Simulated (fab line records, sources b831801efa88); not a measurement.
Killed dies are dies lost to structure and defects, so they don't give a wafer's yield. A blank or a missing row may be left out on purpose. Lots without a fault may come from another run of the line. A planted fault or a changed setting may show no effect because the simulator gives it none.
A struck lot beside a sound one | flow sky130 | 43 steps out of a route of 708
Sound: wafers L700.1, L700.2, L700.3. Struck: wafers L690.2, L690.3, L690.6. The cause comes at the end.
At each step with rows: each side's tool, then ch and its chambers, then its first start. Under that, the readings that differ: sound wafers | struck wafers | difference of the means | sigmas: that difference in standard deviations of wafers without a fault.
alike: readings whose means differ by less than 2 such deviations, and words and numbers that are the same on both sides. not compared: withheld readings, readings that some wafer has no value for, bounds like >300 that may hide the same value, and numbers for which the record gives no deviation and whose values overlap.
The two part at a step that has a row with sigmas, a row that says differs or no value, or rows on one side only. Numbers that don't overlap but have no deviation are shown without sigmas and don't part them. A reading that every wafer of one side lacks parts them only if that side has two wafers or more.

first, 5 steps without rows for these wafers: SKY_CONTACT_COAT_09 (resist thk 450 nm); SKY_CONTACT_SOFTBAKE_10 (time 90 s); SKY_CONTACT_EXPOSE_11 (exposes mask CTM1, target cd 170 nm); SKY_CONTACT_PEB_12; SKY_CONTACT_DEVELOP_13 (develop time 60 s).
SKY_CONTACT_CD_MEAS_14: target cd 170 nm.
  sound on cd_sem-01, day 37 15:29; struck on cd_sem-02, day 35 03:26
  alike: cd_nm
SKY_CONTACT_OVL_MEAS_15:
  sound on overlay-02, day 37 15:37; struck on overlay-01, day 35 03:32
  alike: CONTACT_OVL
then, 3 steps without rows for these wafers: SKY_CONTACT_ETCH_16 (etches BARC in N2/H2, stops on SiO2, time 45.9 s, target depth 60 nm); SKY_CONTACT_ETCH_17 (etches SiO2 in C4F8/O2/Ar, stops on Si3N4, target depth 340 nm); SKY_CONTACT_ETCH_18 (etches Si3N4 in CHF3/O2, stops on TiN, time 39 s, target depth 75 nm).
SKY_CONTACT_STRIP_19: strips in O2/N2.
  sound on plasma_asher-03 ch 0,1, day 37 15:46; struck on plasma_asher-03 ch 0,1, day 35 03:42
  alike: drypump_motor_current_A, oes_product_au, strip_time_to_endpoint_s
  not compared: rf_hours_counter_h
then, 1 step without rows for these wafers: SKY_CONTACT_STRIP_20 (strips in post etch residue remover, time 1200 s).
SKY_CONTACT_CLEAN_21: cleans in IPA, time 180 s.
  sound on wet_bench-02 ch 2, day 37 16:15; struck on wet_bench-01 ch 2, day 35 04:08
then, 1 step without rows for these wafers: SKY_CONTACT_CLEAN_22 (cleans in O3/DIW).
SKY_CONTACT_SPUTTER_23: material TiN, target thk 20 nm, time 80 s.
  sound on pvd_sputter-03, day 37 16:25; struck on pvd_sputter-04, day 35 04:17
  alike: throttle_valve_pct
then, 1 step without rows for these wafers: SKY_CONTACT_CVD_24 (deposits W, target thk 340 nm, time 102.12 s).
SKY_CONTACT_RS_MEAS_25: measures by four-point-probe.
  sound on film_metro-02, day 37 16:35; struck on film_metro-02, day 35 04:29
  alike: CONTACT_W_RS
SKY_CONTACT_THK_MEAS_26: measures by xrf.
  sound on film_metro-02, day 37 16:42; struck on film_metro-02, day 35 04:35
  alike: CONTACT_W_THK
then, 1 step without rows for these wafers: SKY_CONTACT_CMP_27 (polishes, stops on SiO2, t overpolish 15 s, target thk 0 nm).
SKY_METAL1_SPUTTER_00: material Ti, target thk 15 nm, time 10 s.
  sound on pvd_sputter-03, day 37 17:04; struck on pvd_sputter-01, day 35 05:02
  alike: throttle_valve_pct
then, 2 steps without rows for these wafers: SKY_METAL1_SPUTTER_01 (material TiN, target thk 20 nm, time 16.7 s); SKY_METAL1_SPUTTER_02 (material AlCu, target thk 250 nm, time 13.3 s).
SKY_METAL1_SPUTTER_03: material Ti, target thk 5 nm, time 3.3 s.
  sound on pvd_sputter-03, day 37 17:08; struck on pvd_sputter-01, day 35 05:06
  alike: throttle_valve_pct
then, 1 step without rows for these wafers: SKY_METAL1_SPUTTER_04 (material TiN, target thk 70 nm, time 58.3 s).
SKY_METAL1_RS_MEAS_05: measures by four-point-probe.
  sound on film_metro-02, day 37 17:12; struck on film_metro-04, day 35 05:11
  alike: METAL1_ALCU_RS
SKY_METAL1_THK_MEAS_06: measures by xrf.
  sound on film_metro-02, day 37 17:19; struck on film_metro-04, day 35 05:18
  alike: METAL1_ALCU_THK
then, 8 steps without rows for these wafers: SKY_METAL1_DEHYDRATE_07 (time 60 s); SKY_METAL1_HMDS_08 (prime time 60 s); SKY_METAL1_COAT_09 (resist thk 60 nm); SKY_METAL1_COAT_10 (resist thk 450 nm); SKY_METAL1_SOFTBAKE_11 (time 90 s); SKY_METAL1_EXPOSE_12 (exposes mask MM1, target cd 140 nm); SKY_METAL1_PEB_13; SKY_METAL1_DEVELOP_14 (develop time 60 s).
SKY_METAL1_CD_MEAS_15: target cd 140 nm.
  sound on cd_sem-02, day 38 18:35; struck on cd_sem-02, day 36 06:53
  alike: cd_nm
SKY_METAL1_OVL_MEAS_16:
  sound on overlay-02, day 38 18:43; struck on overlay-02, day 36 06:59
  alike: METAL1_OVL
SKY_METAL1_DESCUM_17: chemistry O2, time 8 s.
  sound on rie_metal-01 ch 0, day 38 18:44; struck on rie_metal-03 ch 0, day 36 07:02
  alike: drypump_motor_current_A, oes_product_au
  not compared: rf_hours_counter_h
then, 5 steps without rows for these wafers: SKY_METAL1_ETCH_18 (etches BARC in N2/H2, stops on SiO2, time 45.9 s, target depth 60 nm); SKY_METAL1_METAL_ETCH_19 (etches the open film in Cl2/BCl3, stops on SiO2, target depth 360 nm, time 78 s); SKY_METAL1_STRIP_20 (strips in O2/N2); SKY_METAL1_STRIP_21 (strips in post etch residue remover, time 1200 s); SKY_METAL1_CLEAN_22 (cleans in IPA, time 180 s).
-- the record jumps here: 12 days lie between the struck wafers' starts before and after (it left off in module METAL1 and takes up again in module PAD_OPEN, whose first step shown is number 708 of the route) --
SKY_PAD_OPEN_PROBE_99:
  sound on prober-02, day 49 23:56; struck on prober-02, day 48 01:55
  reading            | sound    | struck      | difference | sigmas
  killed_at_contacts | 13 21 15 | 76 78 79    | +61        | +12
  killed_dies        | 91 82 69 | 126 128 145 | +52        | +6
  killed_on_rim      | 13 19 13 | 21 30 25    | +10        | +3
  alike: killed_at_M0_to_M3, killed_at_M4_up, killed_at_front_end, killed_at_other, killed_open, killed_short

WHERE THEY PART
Only at SKY_PAD_OPEN_PROBE_99, within this record.

WHY: what the simulator had put in
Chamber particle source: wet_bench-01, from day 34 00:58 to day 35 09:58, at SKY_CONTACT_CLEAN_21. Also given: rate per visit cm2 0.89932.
